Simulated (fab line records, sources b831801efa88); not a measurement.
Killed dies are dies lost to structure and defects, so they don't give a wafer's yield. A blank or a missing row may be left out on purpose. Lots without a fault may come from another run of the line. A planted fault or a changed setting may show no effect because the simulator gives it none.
fab line records | flow sky130
record lots=12 wafers=36 last_day=50
route steps=708 shown NWELL@73 VT_ADJUST_HVTP@95 LI_CONTACT@363 PAD_OPEN@708
lots that met no fault: from a run of the same line without faults
start_h: hours from the record's first day to the start of the lot's first wafer shown | wait_h: hours since the lot's step before | " the same as in the row above | L1.1+2: a row that stands for several wafers | - no value, or no start given | * or withheld: withheld | < > ~ a bound
route shown NAME@n: a module of which the file shows steps, and the number in the route of the first | usual: mean/standard deviation of fault-free wafers | same: alike in all rows | chamber/n: place in a boat | sites: the reading at each site | _std_site: their standard deviation | _edge_site: outer sites' mean less inner sites' | radius_mm: how far each site lies from the wafer's centre | mask NAME#n: copy n | behind: the tool/chamber that last shaped the wafer | hold: why the lot was held/for how many hours/how that ended | device: the transistor (n, p or np) that didn't switch | end of line: the same wafers' tests at the end of the route | a step without rows: its recipe alone | killed: dies lost to structure and defects at the first sort, not the wafer's yield | map: a wafer's dies, x killed, . not, _ none there
set.NAME: the setting as run; set.NAME@STEP: as run at that earlier step | model.NAME: the simulator's own value behind a step, which no gauge read
steps of the route over a sample of lots; a table a step, a row a wafer
services: from which hour (start_h, from the record's first day; less than 0 if before it) a tool's chamber was out of use, for how many hours, and why
## steps
# step SKY_NWELL_EXPOSE_20
# recipe mask_id=NWM_COMPLEMENT na=0.6 source_shape=conventional sigma_outer=0.6 polarization=unpolarized target_cd_nm=840 dose_mj=260
# same na=0.6
# columns lot.wafer tool chamber start_h wait_h mask
L459.1+5+6 iline_stepper-01 0 102.17 - NWM_COMPLEMENT#0
L461.3+4+6 iline_stepper-01 0 110.30 - NWM_COMPLEMENT#0
L463.1+2+5 iline_stepper-01 0 121.34 - NWM_COMPLEMENT#0
L465.1+3+6 iline_stepper-01 0 149.97 - NWM_COMPLEMENT#0
L466.2+3+6 iline_stepper-01 0 150.50 - NWM_COMPLEMENT#0
L469.3+5+6 iline_stepper-01 0 161.49 - NWM_COMPLEMENT#0
L470.1+3+5 iline_stepper-02 0 185.53 - NWM_COMPLEMENT#0
L472.2+3+6 iline_stepper-01 0 186.42 - NWM_COMPLEMENT#0
L473.2+5+6 iline_stepper-01 0 193.98 - NWM_COMPLEMENT#0
L474.2+3+5 iline_stepper-01 0 197.08 - NWM_COMPLEMENT#0
L477.1+2+4 iline_stepper-01 0 206.25 - NWM_COMPLEMENT#0
L481.1+5+6 iline_stepper-02 0 233.46 - NWM_COMPLEMENT#0
# step SKY_NWELL_OVL_MEAS_23
# usual NWELL_01_OVL=-0.2/1.3
# columns lot.wafer tool chamber start_h wait_h NWELL_01_OVL[nm]
L459.1 overlay-02 - 111.91 - 0.6
L459.5 " - " " -0.5
L459.6 " - " " -2.9
L461.3 overlay-02 - 118.94 - -1.3
L461.4 " - " " -1.9
L461.6 " - " " -3.3
L463.1 overlay-02 - 130.08 - -1.7
L463.2 " - " " -2.4
L463.5 " - " " -0.2
L465.1 overlay-01 - 159.62 - 0.9
L465.3 " - " " -0.5
L465.6 " - " " -0.5
L466.2 overlay-01 - 160.34 - 0.3
L466.3 " - " " 1.2
L466.6 " - " " -0.9
L469.3 overlay-02 - 171.39 - 1.0
L469.5 " - " " 1.1
L469.6 " - " " -1.3
L470.1 overlay-01 - 196.47 - 1.3
L470.3 " - " " 2.0
L470.5 " - " " 0.8
L472.2 overlay-02 - 197.42 - 0.1
L472.3 " - " " 0.9
L472.6 " - " " 2.2
L473.2 overlay-02 - 204.88 - 2.8
L473.5 " - " " 0.6
L473.6 " - " " 1.1
L474.2 overlay-02 - 207.34 - 252.3
L474.3 " - " " 255.7
L474.5 " - " " 255.1
L477.1 overlay-02 - 217.13 - 256.3
L477.2 " - " " 255.9
L477.4 " - " " 255.5
L481.1 overlay-01 - 244.72 - 0.8
L481.5 " - " " 1.9
L481.6 " - " " 1.1
# step SKY_NWELL_STRIP_25
# recipe chemistry=O2/N2 power_w=1400 pressure_mtorr=1500 platen_temp_c=withheld o2_flow_sccm=3000 n2_flow_sccm=300 overash_fraction=0.5
# usual chamber_pressure_mTorr=1500.2/1.5 drypump_motor_current_A=5.9/0.36 oes_product_au=0.722/0.0045 strip_time_to_endpoint_s=36.95/0.1
# columns lot.wafer tool chamber start_h wait_h chamber_pressure_mTorr drypump_motor_current_A oes_product_au rf_hours_counter_h strip_time_to_endpoint_s
L459.1 plasma_asher-04 1 112.10 0.1 1499.5 5.8 0.723 29 36.77
L459.5 " 1 " " 1498.5 5.8 0.719 - 36.86
L459.6 " 0 " " 1499.5 5.3 0.726 - 36.79
L461.3 plasma_asher-03 1 119.15 0.1 1501.0 6.1 0.727 - 37.00
L461.4 " 0 " " 1501.2 6.4 0.723 - 36.95
L461.6 " 0 " " 1501.1 6.4 0.720 - 37.01
L463.1 plasma_asher-03 1 130.27 0.1 1500.0 6.0 0.720 44 36.86
L463.2 " 0 " " 1501.9 6.4 0.720 44 36.84
L463.5 " 0 " " 1499.9 6.4 0.720 - 36.89
L465.1 plasma_asher-04 0 159.81 0.1 1500.0 5.3 0.737 33 36.80
L465.3 " 1 " " 1501.6 5.9 0.716 - 36.91
L465.6 " 0 " " 1498.7 5.3 0.729 - 36.90
L466.2 plasma_asher-03 1 160.52 0.1 1499.7 6.0 0.718 47 36.98
L466.3 " 0 " " 1499.9 6.4 0.733 - 36.96
L466.6 " 0 " " 1501.9 6.4 0.721 - 36.92
L469.3 plasma_asher-04 1 171.60 0.1 1498.9 5.8 0.721 - 37.00
L469.5 " 1 " " 1502.3 5.8 0.721 - 36.81
L469.6 " 0 " " 1501.7 5.3 0.721 - 36.87
L470.1 plasma_asher-02 1 196.66 0.1 1502.5 5.6 0.723 7 36.97
L470.3 " 0 " " 1498.5 5.8 0.725 - 37.02
L470.5 " 1 " " 1500.2 5.6 0.717 - 37.09
L472.2 plasma_asher-03 0 197.60 0.1 1498.5 6.4 0.715 50 37.03
L472.3 " 1 " " 1500.4 6.0 0.723 - 37.02
L472.6 " 1 " " 1499.2 6.0 0.714 - 36.99
L473.2 plasma_asher-02 1 205.06 0.1 1500.6 5.6 0.716 8 36.89
L473.5 " 0 " " 1502.8 5.9 0.718 - 36.81
L473.6 " 1 " " 1500.1 5.6 0.722 - 36.84
L474.2 plasma_asher-03 1 207.52 0.1 1501.7 6.0 0.724 51 36.84
L474.3 " 0 " " 1499.0 6.4 0.718 - 36.83
L474.5 " 0 " " 1501.5 6.4 0.726 - 36.85
L477.1 plasma_asher-03 0 217.32 0.1 1501.0 6.4 0.721 52 37.15
L477.2 " 1 " " 1500.8 6.0 0.724 52 37.09
L477.4 " 1 " " 1500.9 6.0 0.728 - 37.12
L481.1 plasma_asher-03 1 244.91 0.1 1500.5 6.0 0.723 55 37.08
L481.5 " 1 " " 1499.7 6.0 0.725 - 37.07
L481.6 " 0 " " 1501.4 6.4 0.729 - 37.08
# step SKY_VT_ADJUST_HVTP_STRIP_10
# recipe chemistry=O2/N2 power_w=1400 pressure_mtorr=1500 platen_temp_c=withheld o2_flow_sccm=3000 n2_flow_sccm=300 overash_fraction=0.5
# usual chamber_pressure_mTorr=1500.1/1.3 drypump_motor_current_A=5.9/0.41 oes_product_au=0.716/0.0045 strip_time_to_endpoint_s=14.19/0.04
# columns lot.wafer tool chamber start_h wait_h chamber_pressure_mTorr drypump_motor_current_A oes_product_au rf_hours_counter_h strip_time_to_endpoint_s
L459.1 plasma_asher-04 1 129.98 0.1 1498.4 5.8 0.718 30 14.13
L459.5 " 1 " " 1502.1 5.9 0.712 - 14.12
L459.6 " 0 " " 1501.1 5.3 0.717 - 14.11
L461.3 plasma_asher-01 1 137.76 0.1 1500.6 5.9 0.720 - 14.27
L461.4 " 0 " " 1499.9 6.4 0.715 - 14.27
L461.6 " 1 " " 1501.0 5.9 0.718 - 14.25
L463.1 plasma_asher-04 0 150.32 0.1 1500.4 5.3 0.717 32 14.14
L463.2 " 1 " " 1500.9 5.9 0.722 32 14.16
L463.5 " 1 " " 1500.4 5.9 0.717 - 14.15
L465.1 plasma_asher-04 0 180.83 0.1 1497.6 5.2 0.710 35 14.12
L465.3 " 1 " " 1499.8 5.8 0.718 - 14.11
L465.6 " 0 " " 1499.8 5.3 0.713 - 14.14
L466.2 plasma_asher-01 0 181.19 0.1 1499.3 6.4 0.710 51 14.24
L466.3 " 0 " " 1497.8 6.4 0.720 - 14.21
L466.6 " 1 " " 1499.1 5.9 0.719 - 14.22
L469.3 plasma_asher-01 1 192.86 0.1 1501.5 5.9 0.720 - 14.16
L469.5 " 0 " " 1498.7 6.4 0.718 - 14.18
L469.6 " 1 " " 1498.8 5.9 0.719 - 14.21
L470.1 plasma_asher-01 1 219.03 0.1 1500.0 5.9 0.722 54 14.21
L470.3 " 1 " " 1497.7 5.9 0.713 - 14.25
L470.5 " 0 " " 1499.7 6.4 0.720 - 14.19
L472.2 plasma_asher-04 0 220.57 0.1 1501.5 5.3 0.719 39 14.17
L472.3 " 0 " " 1501.5 5.3 0.716 - 14.21
L472.6 " 1 " " 1496.5 5.9 0.720 - 14.18
L473.2 plasma_asher-03 0 228.62 0.1 1498.6 6.4 0.718 53 14.16
L473.5 " 1 " " 1503.8 6.0 0.710 - 14.18
L473.6 " 0 " " 1500.8 6.4 0.714 - 14.18
L474.2 plasma_asher-01 0 231.28 0.1 1501.2 6.4 0.712 55 14.20
L474.3 " 1 " " 1499.3 5.9 0.714 - 14.20
L474.5 " 0 " " 1499.1 6.4 0.720 - 14.20
L477.1 plasma_asher-01 1 240.68 0.1 1499.7 5.9 0.718 56 14.23
L477.2 " 0 " " 1499.5 6.4 0.715 56 14.22
L477.4 " 1 " " 1501.3 5.9 0.718 - 14.16
L481.1 plasma_asher-03 1 269.83 0.1 1499.8 6.0 0.713 58 14.19
L481.5 " 1 " " 1499.9 6.0 0.722 - 14.19
L481.6 " 0 " " 1498.8 6.4 0.713 - 14.17
# step SKY_LI_CONTACT_THK_MEAS_01
# recipe reads=PSG_of_LI_CONTACT_HDPCVD_00
# usual LI_CONTACT_HDPCVD_THK=932/8
# columns lot.wafer tool chamber start_h wait_h LI_CONTACT_HDPCVD_THK[nm]
L459.1 film_metro-01 - 641.69 0.1 928
L459.5 " - " " 933
L459.6 " - " " 936
L461.3 film_metro-04 - 657.70 0.1 929
L461.4 " - " " 927
L461.6 " - " " 934
L463.1 film_metro-02 - 674.78 0.1 928
L463.2 " - " " 939
L463.5 " - " " 929
L465.1 film_metro-04 - 707.79 0.1 935
L465.3 " - " " 923
L465.6 " - " " 939
L466.2 film_metro-04 - 715.04 0.1 931
L466.3 " - " " 947
L466.6 " - " " 935
L469.3 film_metro-02 - 729.40 0.1 930
L469.5 " - " " 934
L469.6 " - " " 923
L470.1 film_metro-02 - 761.34 0.1 947
L470.3 " - " " 940
L470.5 " - " " 931
L472.2 film_metro-04 - 763.49 0.1 931
L472.3 " - " " 924
L472.6 " - " " 926
L473.2 film_metro-02 - 775.48 0.1 916
L473.5 " - " " 930
L473.6 " - " " 920
L474.2 film_metro-02 - 781.69 0.1 936
L474.3 " - " " 927
L474.5 " - " " 918
L477.1 film_metro-01 - 788.53 0.1 932
L477.2 " - " " 929
L477.4 " - " " 932
L481.1 film_metro-02 - 819.73 0.1 927
L481.5 " - " " 938
L481.6 " - " " 953
# step SKY_PAD_OPEN_PROBE_99
# usual killed_at_M0_to_M3=44/7.1 killed_at_M4_up=3.3/1.8 killed_at_contacts=24/5.1 killed_at_front_end=16/4.7 killed_at_other=0.3/0.52 killed_dies=87/9.7 killed_on_rim=17/3.8 killed_open=47/6.8 killed_short=39/6.7
# same gross_dies=492 killed_at_back_side=0
# columns lot.wafer tool chamber start_h wait_h killed_at_M0_to_M3 killed_at_M4_up killed_at_contacts killed_at_front_end killed_at_other killed_dies killed_on_rim killed_open killed_short
L461.3 prober-02 - 1083.95 0.2 45 5 23 16 0 89 18 44 45
L461.4 prober-02 - 1084.00 0.2 41 2 22 17 0 82 14 45 37
L461.6 prober-02 - 1084.10 0.2 53 3 18 15 0 89 17 45 44
L469.3 prober-02 - 1134.69 0.2 34 2 34 8 0 78 19 40 38
L469.5 prober-02 - 1134.79 0.2 55 4 24 17 0 100 18 55 45
L469.6 prober-02 - 1134.84 0.2 53 3 30 23 0 109 21 54 55
L470.1 prober-02 - 1155.45 0.1 37 3 18 14 0 72 12 37 34
L470.3 prober-02 - 1155.55 0.2 40 6 26 23 1 96 25 45 50
L470.5 prober-02 - 1155.65 0.2 39 5 22 25 0 91 17 39 52
L474.2 prober-02 - 1168.79 0.1 30 5 21 224 0 280 58 38 38
L474.3 prober-02 - 1168.84 0.2 44 3 21 192 0 260 56 38 41
L474.5 prober-02 - 1168.94 0.2 45 3 26 204 0 278 48 53 39
L477.1 prober-02 - 1172.47 0.1 48 3 25 205 1 282 43 49 38
L477.2 prober-02 - 1172.52 0.1 39 3 21 192 0 255 53 36 41
L477.4 prober-02 - 1172.62 0.2 40 4 23 200 0 267 56 40 37
# killed by level:class
L461.3 VIA1:geometric_particle:open=11 CONTACT:geometric_particle:open=10 POLY_GATE:geometric_particle:short=6 METAL2:geometric_particle:short=6 LI_CONTACT:geometric_particle:open=6 VIA3:geometric_particle:short=6 METAL1:geometric_particle:short=5 VIA3:geometric_particle:open=4
L461.4 CONTACT:geometric_particle:open=9 VIA3:geometric_particle:open=7 VIA1:geometric_particle:open=6 METAL2:geometric_particle:short=6 FIELD_ISO:geometric_particle:short=5 POLY_GATE:geometric_particle:short=5 LI_CONTACT:geometric_particle:open=5 VIA2:geometric_particle:open=5
L461.6 VIA2:geometric_particle:open=11 METAL2:geometric_particle:short=10 FIELD_ISO:geometric_particle:open=6 VIA3:geometric_particle:open=6 LI_CONTACT:geometric_particle:open=6 VIA2:geometric_particle:short=6 CONTACT:geometric_particle:open=5 VIA1:geometric_particle:open=5
L469.3 CONTACT:geometric_particle:open=11 LI_CONTACT:geometric_particle:short=9 VIA1:geometric_particle:open=9 VIA1:geometric_particle:short=7 LI_CONTACT:geometric_particle:open=6 POLY_GATE:geometric_particle:open=4 CONTACT:geometric_particle:short=4 METAL1:geometric_particle:short=4
L469.5 CONTACT:geometric_particle:open=12 VIA1:geometric_particle:open=12 VIA3:geometric_particle:open=9 METAL2:geometric_particle:short=7 METAL1:geometric_particle:short=6 VIA2:geometric_particle:short=5 FIELD_ISO:geometric_particle:open=4 POLY_CUT:geometric_particle:short=4
L469.6 VIA1:geometric_particle:open=15 METAL2:geometric_particle:short=10 FIELD_ISO:geometric_particle:short=8 LOCAL_INTERCONNECT:geometric_particle:short=7 CONTACT:geometric_particle:open=7 VIA2:geometric_particle:open=7 FIELD_ISO:geometric_particle:open=6 CONTACT:geometric_particle:short=6
L470.1 VIA1:geometric_particle:open=7 CONTACT:geometric_particle:open=6 VIA2:geometric_particle:open=5 VIA3:geometric_particle:open=5 FIELD_ISO:geometric_particle:short=4 LI_CONTACT:geometric_particle:open=4 METAL2:geometric_particle:short=4 POLY_GATE:geometric_particle:short=3
L470.3 CONTACT:geometric_particle:open=10 VIA1:geometric_particle:open=10 CONTACT:geometric_particle:short=7 FIELD_ISO:geometric_particle:short=6 METAL4:geometric_particle:short=6 VIA2:geometric_particle:short=5 LOCAL_INTERCONNECT:geometric_particle:short=5 VIA1:geometric_particle:short=5
L470.5 FIELD_ISO:geometric_particle:short=9 METAL1:geometric_particle:short=9 CONTACT:geometric_particle:open=9 VIA1:geometric_particle:open=7 FIELD_ISO:geometric_particle:open=6 METAL2:geometric_particle:short=5 VIA3:geometric_particle:open=5 METAL4:geometric_particle:short=4
L474.2 NWELL:overlay=203 LI_CONTACT:geometric_particle:open=10 VIA1:geometric_particle:open=7 FIELD_ISO:geometric_particle:short=6 FIELD_ISO:geometric_particle:open=5 LI_CONTACT:geometric_particle:short=5 METAL2:geometric_particle:short=5 POLY_GATE:geometric_particle:short=4
L474.3 NWELL:overlay=179 CONTACT:geometric_particle:open=9 VIA2:geometric_particle:open=7 VIA1:geometric_particle:short=7 METAL2:geometric_particle:short=6 LOCAL_INTERCONNECT:geometric_particle:short=5 POLY_GATE:geometric_particle:open=4 VIA3:geometric_particle:short=4
L474.5 NWELL:overlay=185 VIA1:geometric_particle:open=18 CONTACT:geometric_particle:open=12 POLY_GATE:geometric_particle:open=8 VIA2:geometric_particle:open=6 FIELD_ISO:geometric_particle:short=5 LOCAL_INTERCONNECT:geometric_particle:short=5 METAL2:geometric_particle:short=4
L477.1 NWELL:overlay=195 VIA2:geometric_particle:open=12 CONTACT:geometric_particle:open=10 METAL1:geometric_particle:short=8 VIA1:geometric_particle:open=7 LI_CONTACT:geometric_particle:open=6 LOCAL_INTERCONNECT:geometric_particle:short=5 VIA1:geometric_particle:short=5
L477.2 NWELL:overlay=178 CONTACT:geometric_particle:short=7 POLY_GATE:geometric_particle:open=7 METAL2:geometric_particle:short=7 LI_CONTACT:geometric_particle:open=6 VIA1:geometric_particle:short=6 VIA1:geometric_particle:open=6 POLY_GATE:geometric_particle:short=5
L477.4 NWELL:overlay=190 CONTACT:geometric_particle:open=12 VIA1:geometric_particle:open=9 VIA3:geometric_particle:open=6 VIA3:geometric_particle:short=5 VIA2:geometric_particle:open=5 LI_CONTACT:geometric_particle:short=4 METAL1:geometric_particle:short=4
## services
# columns tool chamber start_h hours kind
iline_stepper-01 - 86.07 1.7 pm
plasma_asher-02 - 108.75 9.0 pm
plasma_asher-02 0 108.75 9.0 vent_cycle
plasma_asher-02 1 108.75 9.0 vent_cycle
plasma_asher-02 0 117.75 - clean
plasma_asher-02 1 117.75 - clean
iline_stepper-02 - 145.11 1.7 pm
iline_stepper-01 0 151.41 - calibration
plasma_asher-01 - 167.51 2.8 pm
iline_stepper-01 - 177.75 1.1 repair
plasma_asher-02 - 179.24 2.8 pm
plasma_asher-04 - 236.46 13.9 repair
iline_stepper-02 - 241.20 1.9 repair
iline_stepper-02 0 252.74 - calibration
## key
first_sign step=SKY_NWELL_OVL_MEAS_23 reading=NWELL_01_OVL direction=up sigmas=99+ usual=-0.2 struck=255.1
effect step=SKY_PAD_OPEN_PROBE_99 reading=killed_at_front_end direction=up sigmas=40 usual=16 struck=203
more_kills_born_at SKY_NWELL_EXPOSE_20@iline_stepper-01=1130
met_at SKY_NWELL_EXPOSE_20
struck_lots L474,L477
tester_left_out L474,L477
not_acting_at SKY_NWELL_STRIP_25,SKY_VT_ADJUST_HVTP_STRIP_10,SKY_LI_CONTACT_THK_MEAS_01
onset_between 193.98 197.08
fault kind=scanner_matching_overlay tool=iline_stepper-01 chamber=- onset_h=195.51 steps=SKY_NWELL_EXPOSE_20 offset=255.36
# tester_left_out: of these lots the tester's yield and bins aren't shown, on N5 and GAA mostly nor the transistor test; their killed dies are dies lost to structure and defects alone, not to doping, threshold or leakage, so they don't give the yield
